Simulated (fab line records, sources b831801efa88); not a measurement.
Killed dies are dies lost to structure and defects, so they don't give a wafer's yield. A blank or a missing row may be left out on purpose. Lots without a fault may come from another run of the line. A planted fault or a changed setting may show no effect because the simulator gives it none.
One fault seen from 2 desks | flow sky130 | each desk has only its own numbers; what lay behind them comes last

THE TOOL OWNER'S DESK: pvd_sputter-04
The tool's own readings at SKY_VIA4_SPUTTER_17 (material TiN, target thk 20 nm, time 80 s): means of the sampled wafers that have a number, for each lot that ran on this tool. A lot is out of limits, marked OUT, if its mean lies more than 4 standard deviations from the usual mean; the brackets give that distance.
Columns: A = throttle_valve_pct at SKY_VIA4_SPUTTER_17, usual 30.3 %
lot  | first seen here | A
L504 | day 43 03:28    | 30.7
L511 | day 45 05:25    | 31.3
L515 | day 46 05:06    | 30.7
L518 | day 46 17:47    | 30.6
This desk's finding: nothing out of limits on any of the 4 lots.

THE METROLOGY DESK
What the gauges read, lot by lot, whatever tool the lot ran on: means of the sampled wafers that have a number. A lot is out of limits, marked OUT, if its mean lies more than 4 standard deviations from the usual mean; the brackets give that distance.
Columns: A = VIA4_OVL at SKY_VIA4_OVL_MEAS_11, usual 1.4 nm
lot  | first seen here | A
L504 | day 43 02:46    | -0.5
L511 | day 45 04:43    | 1.8
L515 | day 46 04:24    | 0.6
L516 | day 46 11:12    | 1.8
L518 | day 46 17:04    | 2.1
L524 | day 48 04:55    | -0.4
This desk's finding: nothing out of limits on any of the 6 lots.

PUT TOGETHER
The tool owner's desk saw nothing out of limits.
The metrology desk saw nothing out of limits.

WHAT THE SIMULATOR HAD PUT IN
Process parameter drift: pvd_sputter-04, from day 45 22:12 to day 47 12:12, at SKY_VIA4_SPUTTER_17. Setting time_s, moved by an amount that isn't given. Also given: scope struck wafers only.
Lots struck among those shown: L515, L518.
